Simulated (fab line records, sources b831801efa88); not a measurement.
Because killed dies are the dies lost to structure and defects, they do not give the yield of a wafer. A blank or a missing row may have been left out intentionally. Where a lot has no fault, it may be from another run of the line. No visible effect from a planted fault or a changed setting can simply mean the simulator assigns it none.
Which tool did it? ; flow sky130 ; 14 lots, 42 wafers sampled, at 4 steps of a route of 708

## WHAT EACH GAUGE READ, for each wafer
SKY_VIA3_BOW_MEAS_03. Usual: for VIA3_BOW the level is 80 um and the standard deviation is 6.1.
lot;measured;on;VIA3_BOW (um);flag
L996;day 39 04:46;film-metro-02;87 82 85;
L997;day 39 10:45;film-metro-04;84 75 74;
L998;day 41 04:22;film-metro-02;71 87 90;
L999;day 41 05:48;film-metro-03;84 72 73;
L100;day 41 05:30;film-metro-03;75 82 90;
L101;day 41 07:20;film-metro-02;84 73 85;
L102;day 41 15:37;film-metro-03;73 86 79;
L105;day 42 06:23;film-metro-03;78 90 85;
L104;day 42 10:21;film-metro-02;79 74 76;
L106;day 42 10:55;film-metro-03;80 80 85;
L107;day 43 01:55;film-metro-03;77 76 80;
L112;day 44 16:16;film-metro-03;79 74 76;
L113;day 44 19:20;film-metro-02;78 78 65;
L114;day 45 06:36;film-metro-02;80 80 79;

SKY_VIA3_CD_MEAS_12 targets a cd of 200 nm. Usual: cd-nm at 200.3 nm, with a standard deviation of 1.3.
lot;measured;on;cd-nm (nm);flag
L996;day 40 04:55;cd-sem-01;200.5 198.1 198.5;
L997;day 40 10:58;cd-sem-01;201.2 200.7 202.7;
L998;day 42 04:02;cd-sem-02;199.5 201.6 199.2;
L999;day 42 05:15;cd-sem-01;199.4 200.4 198.8;
L100;day 42 04:54;cd-sem-01;200.7 199.6 200.1;
L101;day 42 07:10;cd-sem-01;199.8 197.8 198.4;
L102;day 42 14:03;cd-sem-02;201.5 201.2 201.0;
L105;day 43 02:50;cd-sem-01;199.0 200.4 200.7;
L104;day 43 08:22;cd-sem-01;198.8 199.8 199.7;
L106;day 43 08:59;cd-sem-01;199.0 200.6 199.6;
L107;day 44 00:16;cd-sem-01;200.7 199.9 201.2;
L112;day 45 14:21;cd-sem-02;198.9 200.3 199.4;
L113;day 45 16:38;cd-sem-01;- - -;OFF
L114;day 46 03:09;cd-sem-02;- - -;OFF

## EACH LOT AND THE TOOL THAT RAN IT (in order: tool; ch and the chambers of the sampled wafers; start)
lot;SKY_METAL3_STRIP_19;SKY_VIA3_PEB_10
L996;plasma-asher-04 ch 0,1, day 39 03:38;litho-track-01 ch 0, day 40 04:00
L997;plasma-asher-01 ch 0,1, day 39 09:38;litho-track-04 ch 0, day 40 10:00
L998;plasma-asher-04 ch 0,1, day 41 03:11;litho-track-04 ch 0, day 42 03:00
L999;plasma-asher-04 ch 0,1, day 41 04:04;litho-track-02 ch 0, day 42 04:00
L100;plasma-asher-04 ch 0,1, day 41 04:20;litho-track-02 ch 0, day 42 04:00
L101;plasma-asher-04 ch 0,1, day 41 06:10;litho-track-02 ch 0, day 42 06:00
L102;plasma-asher-04 ch 1, day 41 14:04;litho-track-02 ch 0, day 42 13:00
L105;plasma-asher-01 ch 0,1, day 42 01:14;litho-track-04 ch 0, day 43 02:00
L104;plasma-asher-03 ch 0,1, day 42 07:02;litho-track-01 ch 0, day 43 08:00
L106;plasma-asher-03 ch 0,1, day 42 07:50;litho-track-01 ch 0, day 43 08:00
L107;plasma-asher-01 ch 0,1, day 43 00:47;litho-track-01 ch 0, day 43 23:00
L112;plasma-asher-01 ch 0,1, day 44 15:05;litho-track-04 ch 0, day 45 14:00
L113;plasma-asher-01 ch 0,1, day 44 18:13;litho-track-04, day 45 16:00
L114;plasma-asher-03 ch 0,1, day 45 05:20;litho-track-01, day 46 02:00
- SKY_METAL3_STRIP_19: strips in O2/N2.
- SKY_VIA3_PEB_10

## AS READ BY THE TOOLS THEMSELVES (means over the sampled wafers that have a number; for cases with no such wafer, the mark the record gives instead)
SKY_METAL3_STRIP_19. Usual: drypump-motor-current-A 5.66 A, standard deviation 0.2; oes-product-au 0.501 a.u., standard deviation 0.0051; strip-time-to-endpoint-s 6.51 s, standard deviation 0.066.
lot;tool;drypump-motor-current-A (A);oes-product-au (a.u.);strip-time-to-endpoint-s (s);flag
L996;plasma-asher-04;5.82;0.504;6.60;
L997;plasma-asher-01;5.77;0.499;6.43;
L998;plasma-asher-04;5.82;0.502;6.46;
L999;plasma-asher-04;5.82;0.496;6.48;
L100;plasma-asher-04;5.83;0.494;6.48;
L101;plasma-asher-04;5.83;0.499;6.47;
L102;plasma-asher-04;5.83;0.505;6.61;
L105;plasma-asher-01;5.75;0.502;6.56;
L104;plasma-asher-03;5.42;0.501;6.56;
L106;plasma-asher-03;5.42;0.506;6.61;
L107;plasma-asher-01;5.65;0.500;6.52;
L112;plasma-asher-01;5.63;0.502;6.52;
L113;plasma-asher-01;5.74;0.496;6.42;
L114;plasma-asher-03;5.44;0.500;6.50;

SKY_VIA3_PEB_10. Usual: exhaust-pa at 45.1 Pa, with a standard deviation of 0.81.
lot;tool;exhaust-pa (Pa);flag
L996;litho-track-01;46.1;
L997;litho-track-04;44.9;
L998;litho-track-04;45.6;
L999;litho-track-02;44.5;
L100;litho-track-02;44.9;
L101;litho-track-02;44.1;
L102;litho-track-02;44.9;
L105;litho-track-04;45.4;
L104;litho-track-01;44.8;
L106;litho-track-01;45.4;
L107;litho-track-01;45.3;
L112;litho-track-04;45.6;
L113;litho-track-04;-;OFF
L114;litho-track-01;-;OFF

## THE ANSWER, worked out from the rows above alone
Rule: lot off if the mean of its wafers having a number is beyond 3 standard deviations from the usual mean. Also off: a lot with no number at a reading for which 4 or more lots have one. The other lots that the step has rows for count as sound. The gauges are gone through in route order, then the tools' own readings, and for those a lot's mean is taken as printed above. The first step at which some lot is off is used, and at that step the reading that is off furthest; a lot without a number counts as furthest.
Off, at SKY_VIA3_CD_MEAS_12 on cd-nm: L113, L114. Without a number there: L113, L114.
A tool fits if, at a process step before that reading, it ran every lot that is off, and no sound lot after the first of them. Not tried: the gauges at SKY_VIA3_CD_MEAS_12; whatever is off there is also off at SKY_VIA3_PEB_10, on other tools, and gauge error can't account for it. None of those tried fits.

## WHAT HAD BEEN PUT IN BY THE SIMULATOR
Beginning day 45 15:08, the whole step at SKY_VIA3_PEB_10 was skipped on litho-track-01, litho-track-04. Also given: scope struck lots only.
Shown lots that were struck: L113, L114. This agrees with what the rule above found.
